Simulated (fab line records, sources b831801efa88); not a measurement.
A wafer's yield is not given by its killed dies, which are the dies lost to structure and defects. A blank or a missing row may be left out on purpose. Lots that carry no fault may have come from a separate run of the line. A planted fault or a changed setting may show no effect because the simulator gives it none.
The same fault as seen by 2 desks | flow gf180mcu | what lay behind the numbers comes last; until then each desk has only its own

== DESK OF THE TOOL OWNER: rie_diel-04 ==
The tool's own readings at GF_V1_ETCH_16 (etches BARC in N2/H2): means of the sampled wafers that have a number, for each lot that ran on this tool. Marked OUT: a lot whose mean sits more than 4 standard deviations from the usual mean, which makes it out of limits; the brackets give that distance.
Columns: A = drypump_motor_current_A at GF_V1_ETCH_16, usual 5.6 A; B = oes_product_au at GF_V1_ETCH_16, usual 0.854 a.u.; C = rf_fwd_power_W at GF_V1_ETCH_16, usual 494.7 W; D = throttle_valve_pct at GF_V1_ETCH_16, usual 13.226 %
lot  | first seen here | A   | B     | C     | D
L625 | day 18 22:53    | 5.7 | 0.859 | 497.6 | 13.231
L628 | day 19 17:27    | 5.5 | 0.853 | 495.8 | 13.237
L629 | day 19 22:36    | 5.7 | 0.852 | 496.5 | 13.222
L633 | day 21 01:05    | 5.6 | 0.855 | 495.8 | 13.226
L635 | day 21 20:50    | 5.7 | 0.855 | 495.2 | 13.221
L643 | day 25 03:46    | 5.7 | 0.854 | 496.6 | 13.217
L645 | day 25 08:43    | 5.5 | 0.853 | 493.8 | 13.233
This desk's verdict: no lot among the 7 shows anything out of limits.

== FROM THE METROLOGY DESK ==
What the gauges read for every lot (on any tool): the sampled wafers with a number, averaged. Marked OUT: a lot whose mean sits more than 4 standard deviations from the usual mean, which makes it out of limits; the brackets give that distance.
Columns: A = V5_CVD_02_THK at GF_V5_THK_MEAS_03, usual 1452 nm
lot  | first seen here | A
L624 | day 26 00:04    | 1447
L626 | day 27 03:07    | 1464
L625 | day 27 05:02    | 1464
L627 | day 27 12:35    | 1455
L628 | day 27 21:10    | 1454
L629 | day 28 00:23    | 1448
L630 | day 28 14:47    | 1467
L631 | day 28 18:53    | 1441
L632 | day 28 20:18    | 1467
L633 | day 28 22:44    | 1446
L635 | day 29 14:27    | 1464
L643 | day 32 01:55    | 1436
L645 | day 32 08:43    | 1439
This desk's verdict: no lot among the 13 shows anything out of limits.

== ALL TOGETHER ==
The tool owner's desk saw nothing out of limits.
At the metrology desk, nothing out of limits was observed.

== WHAT HAD BEEN PUT IN BY THE SIMULATOR ==
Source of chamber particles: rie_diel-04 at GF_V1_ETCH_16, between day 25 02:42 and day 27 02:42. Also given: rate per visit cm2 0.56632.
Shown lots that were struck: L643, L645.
